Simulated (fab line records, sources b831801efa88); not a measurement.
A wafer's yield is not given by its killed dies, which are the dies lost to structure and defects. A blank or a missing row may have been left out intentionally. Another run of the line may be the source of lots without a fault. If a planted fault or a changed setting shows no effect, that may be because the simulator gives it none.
Which of the tools did it?	flow gf180mcu	39 wafers from 13 lots sampled at 6 of the route's 602 steps

== WHAT EACH GAUGE READ, for each wafer ==
GF_MVPSD_OVL_MEAS_07.
lot	measured	on	MVPSD_OVL (nm)
L854	day 5 00:20	overlay-01	-1.1 -1.4 -0.4
L855	day 5 07:11	overlay-01	-0.1 0.1 1.5
L856	day 5 11:20	overlay-01	-0.4 0.7 0.2
L857	day 5 20:22	overlay-01	0.1 -0.7 -0.2
L859	day 6 11:29	overlay-02	-0.1 1.1 1.7
L860	day 6 15:20	overlay-01	-0.3 -0.4 1.0
L862	day 7 03:41	overlay-02	-1.0 0.0 -2.8
L863	day 7 08:29	overlay-02	2.5 1.5 -0.1
L866	day 8 01:32	overlay-02	0.8 0.6 0.1
L871	day 9 06:53	overlay-01	2.2 4.6 2.3
L872	day 9 10:56	overlay-01	1.5 -0.1 -0.5
L875	day 10 04:59	overlay-01	1.2 1.4 0.1
L876	day 10 12:14	overlay-02	-1.0 -0.1 -0.4

GF_HV_LDD_CD_MEAS_19: the cd target is 400 nm.
lot	measured	on	cd nm (nm)
L854	day 10 19:05	cd sem-01	397.4 399.0 398.9
L855	day 11 01:05	cd sem-02	402.1 398.0 399.1
L856	day 11 06:45	cd sem-02	399.1 397.0 396.8
L857	day 11 17:20	cd sem-01	401.2 399.6 400.2
L859	day 12 14:13	cd sem-02	394.3 396.2 394.3
L860	day 12 18:54	cd sem-01	400.7 400.2 398.7
L862	day 13 09:41	cd sem-01	400.8 402.5 402.4
L863	day 13 22:28	cd sem-01	399.8 400.7 400.8
L866	day 14 16:49	cd sem-01	394.6 393.9 395.2
L871	day 16 07:05	cd sem-02	406.3 408.5 405.9
L872	day 16 11:21	cd sem-01	409.3 408.3 408.3
L875	day 17 10:08	cd sem-02	402.3 400.2 400.8
L876	day 17 15:16	cd sem-01	399.3 397.1 396.7

GF_CONTACT_CD_MEAS_14: the cd target is 220 nm.
lot	measured	on	cd nm (nm)
L854	day 16 01:37	cd sem-01	218.5 217.7 218.3
L855	day 16 09:22	cd sem-02	219.2 219.3 218.8
L856	day 16 15:27	cd sem-01	219.3 219.3 217.8
L857	day 17 03:46	cd sem-01	220.3 219.8 221.4
L859	day 18 04:31	cd sem-01	219.0 219.5 219.3
L860	day 18 12:20	cd sem-01	219.6 220.3 219.8
L862	day 19 05:01	cd sem-01	219.2 219.2 218.9
L863	day 19 21:17	cd sem-01	219.8 219.1 219.4
L866	day 20 21:56	cd sem-02	219.6 219.6 219.6
L871	day 22 10:10	cd sem-01	221.1 223.4 222.1
L872	day 22 16:28	cd sem-01	220.2 220.2 219.9
L875	day 23 15:19	cd sem-01	222.3 220.2 220.6
L876	day 23 20:10	cd sem-02	218.5 218.4 218.3

== WHAT TOOL EACH LOT RAN ON (gives the tool, then ch and the chambers of the sampled wafers, and finally the start) ==
lot	GF_HV_LDD_COAT_14	GF_HV_LDD_STRIP_22	GF_SAB_CVD_00
L854	litho track-03 ch 0, day 10 09:11	plasma asher-03 ch 0,1, day 10 19:23	pecvd-03 ch 0,2, day 14 05:38
L855	litho track-03 ch 0, day 10 15:17	plasma asher-02 ch 0,1, day 11 01:23	pecvd-01 ch 0,1, day 14 12:04
L856	litho track-02 ch 0, day 10 21:59	plasma asher-04 ch 0,1, day 11 07:02	pecvd-03 ch 0,1,2, day 14 17:21
L857	litho track-02 ch 0, day 11 08:01	plasma asher-03 ch 0,1, day 11 17:38	pecvd-04 ch 0,1,2, day 15 06:04
L859	litho track-02 ch 0, day 12 04:52	plasma asher-04 ch 0,1, day 12 14:31	pecvd-04 ch 0,1,2, day 16 06:03
L860	litho track-04 ch 0, day 12 09:45	plasma asher-04 ch 0,1, day 12 19:11	pecvd-01 ch 1,2, day 16 11:53
L862	litho track-04 ch 0, day 12 23:19	plasma asher-02 ch 0,1, day 13 09:59	pecvd-03 ch 0,1, day 17 03:37
L863	litho track-03 ch 0, day 13 12:14	plasma asher-04 ch 0,1, day 13 22:46	pecvd-01 ch 0,2, day 17 19:29
L866	litho track-02 ch 0, day 14 06:58	plasma asher-04 ch 0,1, day 14 17:07	pecvd-03 ch 0,1,2, day 18 18:15
L871	litho track-02 ch 0, day 15 19:22	plasma asher-03 ch 0,1, day 16 07:23	pecvd-04 ch 0,1,2, day 20 09:33
L872	litho track-02 ch 0, day 16 00:16	plasma asher-04 ch 0,1, day 16 11:39	pecvd-01 ch 1,2, day 20 15:08
L875	litho track-03 ch 0, day 16 22:14	plasma asher-04 ch 0,1, day 17 10:26	pecvd-01 ch 0,1,2, day 21 15:08
L876	litho track-04 ch 0, day 17 04:07	plasma asher-04 ch 0,1, day 17 15:34	pecvd-01 ch 0,1, day 21 21:01
- GF_HV_LDD_COAT_14: resist thk 1000 nm.
- GF_HV_LDD_STRIP_22: strips in O2/N2.
- GF_SAB_CVD_00: deposits SiO2 from TEOS, target thk 50 nm, time 4.9302 s.

== WHAT THE TOOLS THEMSELVES READ (means of the sampled wafers that have a number; where no wafer has one, the mark that the record gives instead) ==
GF_HV_LDD_STRIP_22.
lot	tool	drypump motor current A (A)	heater power w (W)	oes product au (a.u.)	strip time to endpoint s (s)
L854	plasma asher-03	5.5	336	0.717	12.61
L855	plasma asher-02	5.3	364	0.719	12.65
L856	plasma asher-04	6.2	368	0.719	12.66
L857	plasma asher-03	5.5	338	0.719	12.65
L859	plasma asher-04	5.8	363	0.715	12.65
L860	plasma asher-04	6.2	370	0.719	12.59
L862	plasma asher-02	5.4	360	0.715	12.62
L863	plasma asher-04	5.8	365	0.716	12.61
L866	plasma asher-04	6.2	371	0.719	12.63
L871	plasma asher-03	5.6	318	0.709	11.61
L872	plasma asher-04	6.2	371	0.714	11.63
L875	plasma asher-04	5.8	365	0.721	12.63
L876	plasma asher-04	6.2	373	0.715	12.60

GF_SAB_CVD_00.
lot	tool	heater power w (W)
L854	pecvd-03	602
L855	pecvd-01	558
L856	pecvd-03	597
L857	pecvd-04	581
L859	pecvd-04	632
L860	pecvd-01	702
L862	pecvd-03	616
L863	pecvd-01	662
L866	pecvd-03	591
L871	pecvd-04	646
L872	pecvd-01	632
L875	pecvd-01	697
L876	pecvd-01	617

== THE ANSWER, worked out from the rows above alone ==
Rule: the lots themselves supply what counts as usual. Put in order of their means at a reading, lots are off if they are a third of the lots or fewer, leave a main group of 4 or more, and stand apart from it by a gap of 3 or more times the standard deviation of the main group's means; of several such gaps the widest counts. Not used: any main group whose means are identical at the precision the tables above print for the reading. Also off: a lot with no number at a reading for which 4 or more lots have one. The other lots that the step has rows for count as sound. Order of review: gauges by route order, followed by the tools' own readings, for which a lot's mean as printed above is used. The first step at which some lot is off is used, and at that step the reading that is off furthest; a lot without a number counts as furthest.
Off: L871, L872, at GF_HV_LDD_STRIP_22 (strip time to endpoint s). For the main group the mean is 12.63 s and the standard deviation 0.022.
If a tool, at that step or one of the process steps before it, ran each lot that is off and ran no sound lot following the first of them, it fits. One fits: GF_HV_LDD_COAT_14 on litho track-02. A fault onset in the window from L866 (day 14 06:58, its last sound lot) to L871 (day 15 19:22, its first lot off) fits.

== WHAT THE SIMULATOR PUT IN ==
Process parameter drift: litho track-02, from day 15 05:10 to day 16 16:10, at GF_HV_LDD_COAT_14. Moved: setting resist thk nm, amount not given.
Lots struck among those shown: L871, L872. The same result came from the rule above.
